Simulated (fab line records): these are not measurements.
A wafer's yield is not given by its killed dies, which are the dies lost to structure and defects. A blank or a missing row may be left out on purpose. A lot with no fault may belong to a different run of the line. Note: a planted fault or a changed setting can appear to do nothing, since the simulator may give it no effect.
fab line records -- flow gf180mcu
[record] lots = 12, wafers = 35, last-day = 34
route steps=602 shown V3@445 V4@480 MIM@504
lots that met no fault: from a run of the same line without faults
start-h: the number of hours between the record's first day and the start of the first shown wafer of the lot -- wait-h: time in hours since the lot's previous step -- " same as the row above -- L1.1+2: several wafers, shown together as one row -- - value missing, or start not given -- * or withheld: withheld -- < > ~ a bound
route shown NAME@n: names a module that has steps shown in the file, with the first one's number in the route -- usual: the fault-free wafers' mean and standard deviation -- same: alike in all rows -- chamber/n: place in a boat -- sites: the reading at each site -- _std_site: the standard deviation of these -- _edge_site: inner sites' mean taken away from outer sites' mean -- radius-mm: how far each site lies from the wafer's centre -- mask NAME#n: copy n -- behind: the last tool/chamber to shape the wafer -- hold: what put the lot on hold/how long, in hours/how the hold closed -- device: which transistor (n, p or np) failed to switch -- end of line: tests run on the same wafers once the route is complete -- a step without rows: its recipe alone -- killed: the dies lost at the first sort to structure and to defects; this is not the yield of the wafer -- map: the dies of a wafer, with x for killed, . for not killed, _ for no die there
set.NAME: the setting that was run; set.NAME@STEP: the one run at that earlier step -- model.NAME: the simulator's own value behind a step, which no gauge read
one table for each step of the route and one row for each wafer, over a sample of lots
services: when a tool's chamber went out of use (start-h, in hours from the record's first day, below 0 if earlier), for how many hours, and the reason
[[steps]]
[step GF_V3_ETCH_16]
[recipe] chemistry = N2/H2, target-depth-a = withheld, overetch-a = withheld, time-s = withheld, target = BARC, ion-energy-ev = 200, source-w = 500, bias-w = 100, pressure-mtorr = 30, n2-flow-sccm = 100, h2-flow-sccm = 200
[usual] drypump-motor-current-A = 5.6/0.39, oes-product-au = 0.854/0.0048, throttle-valve-pct = 13.224/0.0099
lot.wafer,tool,chamber,start-h,wait-h,drypump-motor-current-A,oes-product-au,throttle-valve-pct
L247.2,rie-diel-02,1,511.80,0.0,6.1,0.863,13.229
L247.5,rie-diel-02,2,511.80,0.0,5.2,0.856,13.233
L247.6,rie-diel-02,1,511.80,0.0,6.0,0.855,13.216
L248.1,rie-diel-03,3,516.72,0.0,6.0,0.852,13.242
L248.2,rie-diel-03,0,516.72,0.0,5.8,0.862,13.210
L248.4,rie-diel-03,2,516.72,0.0,6.3,0.856,13.208
L249.1,rie-diel-02,0,523.90,0.0,5.6,0.866,13.223
L249.5,rie-diel-02,2,523.90,0.0,5.2,0.859,13.247
L249.6,rie-diel-02,1,523.90,0.0,6.0,0.858,13.233
L251.1,rie-diel-01,0,539.92,0.0,4.9,0.850,13.224
L251.3,rie-diel-01,2,539.92,0.0,5.8,0.866,13.201
L251.4,rie-diel-01,1,539.92,0.0,5.4,0.856,13.220
L252.2,rie-diel-01,0,553.05,0.0,4.8,0.858,13.231
L252.5,rie-diel-01,2,553.05,0.0,5.9,0.854,13.220
L252.6,rie-diel-01,1,553.05,0.0,5.4,0.855,13.223
L254.2,rie-diel-02,2,568.15,0.0,5.2,0.846,13.236
L254.5,rie-diel-02,0,568.15,0.0,5.7,0.855,13.207
L254.6,rie-diel-02,1,568.15,0.0,6.1,0.858,13.231
L263.2,rie-diel-01,2,646.25,0.0,5.9,0.856,13.217
L263.3,rie-diel-01,3,646.25,0.0,5.6,0.848,13.221
L265.1,rie-diel-01,1,657.87,0.0,5.4,0.853,13.234
L265.3,rie-diel-01,2,657.87,0.0,5.8,0.855,13.218
L265.4,rie-diel-01,0,657.87,0.0,4.8,0.855,13.211
L267.1,rie-diel-01,1,667.57,0.0,5.4,0.852,13.219
L267.2,rie-diel-01,3,667.57,0.0,5.6,0.854,13.237
L267.3,rie-diel-01,0,667.57,0.0,4.9,0.852,13.236
L268.1,rie-diel-03,2,673.77,0.0,6.3,0.849,13.216
L268.2,rie-diel-03,1,673.77,0.0,5.3,0.855,13.249
L268.5,rie-diel-03,1,673.77,0.0,5.3,0.850,13.234
L269.3,rie-diel-01,3,680.32,0.0,5.6,0.858,13.219
L269.5,rie-diel-01,0,680.32,0.0,4.8,0.856,13.219
L269.6,rie-diel-01,1,680.32,0.0,5.4,0.857,13.228
L270.2,rie-diel-01,1,685.22,0.0,5.4,0.854,13.228
L270.3,rie-diel-01,3,685.22,0.0,5.6,0.852,13.227
L270.5,rie-diel-01,1,685.22,0.0,5.4,0.846,13.223
[step GF_V4_CMP_04]
[recipe] material = SiO2, down-force-psi = 4, platen-rpm = 60, pad-velocity-m-s = 0.94248
[usual] motor-current-A = 12.4/1.7, time-to-endpoint-s = 82/5.1
lot.wafer,tool,chamber,start-h,wait-h,motor-current-A,time-to-endpoint-s
L247.2,cmp-01,1,537.11,0.1,13.6,79
L247.6,cmp-01,3,537.11,0.1,11.2,86
L247.5,cmp-01,0,537.11,0.1,12.0,84
L248.4,cmp-02,2,542.15,0.0,11.7,80
L248.1,cmp-02,3,542.15,0.0,15.3,78
L248.2,cmp-02,1,542.15,0.0,10.3,80
L249.1,cmp-01,0,548.84,0.1,11.4,84
L249.6,cmp-01,0,548.84,0.1,12.1,92
L249.5,cmp-01,1,548.84,0.1,12.7,95
L251.3,cmp-01,0,564.83,0.1,11.7,76
L251.1,cmp-01,1,564.83,0.1,14.6,82
L251.4,cmp-01,2,564.83,0.1,12.4,86
L252.2,cmp-02,2,577.87,0.2,11.4,77
L252.5,cmp-02,3,577.87,0.2,14.9,80
L252.6,cmp-02,0,577.87,0.2,11.1,81
L254.2,cmp-02,0,592.80,0.1,11.2,84
L254.5,cmp-02,3,592.80,0.1,15.4,87
L254.6,cmp-02,0,592.80,0.1,11.5,92
L263.2,cmp-01,3,667.46,0.0,11.1,85
L263.3,cmp-01,0,667.46,0.0,11.8,79
L265.4,cmp-02,2,679.77,0.0,11.7,87
L265.1,cmp-02,3,679.77,0.0,15.5,80
L265.3,cmp-02,0,679.77,0.0,11.4,79
L267.1,cmp-02,1,688.83,0.1,10.4,78
L267.2,cmp-02,2,688.83,0.1,12.0,74
L267.3,cmp-02,3,688.83,0.1,16.5,73
L268.2,cmp-02,3,695.39,0.1,15.7,69
L268.1,cmp-02,0,695.39,0.1,11.1,78
L268.5,cmp-02,2,695.39,0.1,11.8,82
L269.3,cmp-01,0,702.24,0.4,12.5,80
L269.6,cmp-01,2,702.24,0.4,11.9,85
L269.5,cmp-01,3,702.24,0.4,11.6,86
L270.3,cmp-02,2,706.52,0.1,11.5,79
L270.2,cmp-02,0,706.52,0.1,11.5,73
L270.5,cmp-02,2,706.52,0.1,12.0,79
[step GF_MIM_SPUTTER_01]
[recipe] material = TiN, target-thk-nm = 30, power-w = 6500, time-s = 25, chamber-pressure-pa = 0.4
[usual] throttle-valve-pct = 30.4/1.1
[same] time-s = 25
lot.wafer,tool,chamber,start-h,wait-h,throttle-valve-pct
L247.2,pvd-sputter-02,-,560.84,0.1,29.9
L247.5,pvd-sputter-02,-,560.84,0.1,29.1
L247.6,pvd-sputter-02,-,560.84,0.1,30.6
L248.1,pvd-sputter-04,-,566.60,0.1,29.7
L248.2,pvd-sputter-04,-,566.60,0.1,31.0
L248.4,pvd-sputter-04,-,566.60,0.1,31.9
L249.1,pvd-sputter-01,-,573.12,0.1,30.2
L249.5,pvd-sputter-01,-,573.12,0.1,30.4
L249.6,pvd-sputter-01,-,573.12,0.1,28.8
L251.1,pvd-sputter-01,-,587.90,0.1,28.8
L251.3,pvd-sputter-01,-,587.90,0.1,28.9
L251.4,pvd-sputter-01,-,587.90,0.1,30.5
L252.2,pvd-sputter-01,-,601.26,0.1,28.7
L252.5,pvd-sputter-01,-,601.26,0.1,29.0
L252.6,pvd-sputter-01,-,601.26,0.1,28.8
L254.2,pvd-sputter-01,-,615.72,0.1,28.9
L254.5,pvd-sputter-01,-,615.72,0.1,30.2
L254.6,pvd-sputter-01,-,615.72,0.1,29.0
L263.2,pvd-sputter-01,-,688.53,0.1,30.3
L263.3,pvd-sputter-01,-,688.53,0.1,29.1
L265.1,pvd-sputter-04,-,700.29,0.1,32.1
L265.3,pvd-sputter-04,-,700.29,0.1,31.7
L265.4,pvd-sputter-04,-,700.29,0.1,30.6
L267.1,pvd-sputter-04,-,708.31,0.1,30.7
L267.2,pvd-sputter-04,-,708.31,0.1,31.7
L267.3,pvd-sputter-04,-,708.31,0.1,29.8
L268.1,pvd-sputter-04,-,715.08,0.1,31.1
L268.2,pvd-sputter-04,-,715.08,0.1,29.6
L268.5,pvd-sputter-04,-,715.08,0.1,31.9
L269.3,pvd-sputter-04,-,721.87,0.1,32.2
L269.5,pvd-sputter-04,-,721.87,0.1,30.2
L269.6,pvd-sputter-04,-,721.87,0.1,31.7
L270.2,pvd-sputter-02,-,726.20,0.1,30.1
L270.3,pvd-sputter-02,-,726.20,0.1,31.9
L270.5,pvd-sputter-02,-,726.20,0.1,32.1
[step GF_MIM_SPUTTER_08]
[recipe] material = AlCu, target-thk-nm = 200, power-w = 10600, time-s = 10.6, chamber-pressure-pa = 0.4
[usual] throttle-valve-pct = 30.4/1.1
lot.wafer,tool,chamber,start-h,wait-h,throttle-valve-pct
L247.2,pvd-sputter-01,-,561.10,0.0,30.4
L247.5,pvd-sputter-01,-,561.10,0.0,28.9
L247.6,pvd-sputter-01,-,561.10,0.0,29.1
L248.1,pvd-sputter-02,-,566.88,0.0,29.8
L248.2,pvd-sputter-02,-,566.88,0.0,28.9
L248.4,pvd-sputter-02,-,566.88,0.0,31.9
L249.1,pvd-sputter-02,-,573.40,0.0,32.2
L249.5,pvd-sputter-02,-,573.40,0.0,28.7
L249.6,pvd-sputter-02,-,573.40,0.0,32.0
L251.1,pvd-sputter-04,-,588.16,0.0,29.6
L251.3,pvd-sputter-04,-,588.16,0.0,30.7
L251.4,pvd-sputter-04,-,588.16,0.0,32.1
L252.2,pvd-sputter-02,-,601.52,0.0,28.8
L252.5,pvd-sputter-02,-,601.52,0.0,29.8
L252.6,pvd-sputter-02,-,601.52,0.0,32.0
L254.2,pvd-sputter-04,-,615.97,0.0,32.2
L254.5,pvd-sputter-04,-,615.97,0.0,30.9
L254.6,pvd-sputter-04,-,615.97,0.0,31.9
L263.2,pvd-sputter-02,-,688.79,0.0,30.3
L263.3,pvd-sputter-02,-,688.79,0.0,32.0
L265.1,pvd-sputter-04,-,700.55,0.0,32.1
L265.3,pvd-sputter-04,-,700.55,0.0,30.9
L265.4,pvd-sputter-04,-,700.55,0.0,29.7
L267.1,pvd-sputter-01,-,708.56,0.0,30.0
L267.2,pvd-sputter-01,-,708.56,0.0,30.2
L267.3,pvd-sputter-01,-,708.56,0.0,28.9
L268.1,pvd-sputter-04,-,715.34,0.0,30.7
L268.2,pvd-sputter-04,-,715.34,0.0,32.1
L268.5,pvd-sputter-04,-,715.34,0.0,31.9
L269.3,pvd-sputter-01,-,722.13,0.0,28.7
L269.5,pvd-sputter-01,-,722.13,0.0,28.9
L269.6,pvd-sputter-01,-,722.13,0.0,30.2
L270.2,pvd-sputter-01,-,726.46,0.0,30.4
L270.3,pvd-sputter-01,-,726.46,0.0,28.9
L270.5,pvd-sputter-01,-,726.46,0.0,30.2
[step GF_MIM_THK_MEAS_11]
[recipe] thk-meas-gauge = xrf, reads = AlCu_of_MIM_SPUTTER_08
[usual] MIM_ALCU_THK = 203.7/2.2
lot.wafer,tool,chamber,start-h,wait-h,MIM_ALCU_THK[nm]
L247.2,film-metro-03,-,561.28,0.1,201.4
L247.5,film-metro-03,-,561.28,0.1,202.6
L247.6,film-metro-03,-,561.28,0.1,202.6
L248.1,film-metro-02,-,567.05,0.1,201.2
L248.2,film-metro-02,-,567.05,0.1,203.9
L248.4,film-metro-02,-,567.05,0.1,202.4
L249.1,film-metro-03,-,573.57,0.1,201.9
L249.5,film-metro-03,-,573.57,0.1,201.3
L249.6,film-metro-03,-,573.57,0.1,202.4
L251.1,film-metro-01,-,588.33,0.1,206.3
L251.3,film-metro-01,-,588.33,0.1,205.5
L251.4,film-metro-01,-,588.33,0.1,207.3
L252.2,film-metro-01,-,601.70,0.1,203.6
L252.5,film-metro-01,-,601.70,0.1,205.4
L252.6,film-metro-01,-,601.70,0.1,201.9
L254.2,film-metro-02,-,616.16,0.1,206.3
L254.5,film-metro-02,-,616.16,0.1,206.9
L254.6,film-metro-02,-,616.16,0.1,203.2
L263.2,film-metro-02,-,688.97,0.1,210.4
L263.3,film-metro-02,-,688.97,0.1,204.9
L265.1,film-metro-02,-,700.72,0.1,204.0
L265.3,film-metro-02,-,700.72,0.1,204.6
L265.4,film-metro-02,-,700.72,0.1,203.9
L267.1,film-metro-01,-,708.74,0.1,205.7
L267.2,film-metro-01,-,708.74,0.1,204.7
L267.3,film-metro-01,-,708.74,0.1,205.2
L268.1,film-metro-03,-,715.51,0.1,201.5
L268.2,film-metro-03,-,715.51,0.1,200.1
L268.5,film-metro-03,-,715.51,0.1,202.1
L269.3,film-metro-01,-,722.33,0.1,199.5
L269.5,film-metro-01,-,722.33,0.1,202.9
L269.6,film-metro-01,-,722.33,0.1,200.1
L270.2,film-metro-02,-,726.65,0.1,206.0
L270.3,film-metro-02,-,726.65,0.1,202.8
L270.5,film-metro-02,-,726.65,0.1,204.3
[[services]]
tool,chamber,start-h,hours,kind
rie-diel-01,0,499.72,3.8,repair
rie-diel-02,1,505.40,4.3,repair
cmp-01,-,519.05,2.3,repair
pvd-sputter-02,-,533.09,8.8,repair
pvd-sputter-04,-,544.00,1.8,repair
rie-diel-01,1,566.22,9.4,repair
pvd-sputter-01,-,569.99,1.6,repair
cmp-02,-,572.00,4.0,pm
pvd-sputter-02,-,595.02,3.5,repair
pvd-sputter-02,-,597.28,2.7,repair
pvd-sputter-04,-,597.29,5.3,repair
pvd-sputter-04,-,605.57,1.6,repair
rie-diel-01,-,616.68,0.8,repair
cmp-02,-,620.79,1.8,repair
pvd-sputter-04,-,646.82,2.0,repair
cmp-01,-,658.66,0.8,repair
cmp-02,-,689.63,0.7,repair
cmp-01,-,694.88,0.9,repair
pvd-sputter-04,-,695.41,4.7,repair
cmp-02,-,696.72,5.9,pm
cmp-01,-,702.74,4.8,pm
cmp-02,-,706.95,0.4,repair
cmp-02,-,723.31,0.7,repair
cmp-01,-,724.77,0.8,repair
[[key]]
[first-sign] step = GF_MIM_THK_MEAS_11, reading = MIM_ALCU_THK, direction = up, sigmas = 3.1, usual = 203.7, struck = 210.4
effect none on later readings
met-at GF_MIM_SPUTTER_08
struck-lots L263
struck-wafers L263.2
not-acting-at GF_V3_ETCH_16,GF_V4_CMP_04,GF_MIM_SPUTTER_01
onset-between 601.52 688.79
[fault] kind = process-parameter-drift, tool = pvd-sputter-02, chamber = -, onset-h = 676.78, steps = GF_MIM_SPUTTER_08, channel = target-thk-nm, offset = 4.7605, shape = step, end-h = 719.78, scope = struck-wafers-only, acts-in = these-recipes-only, stated = 200
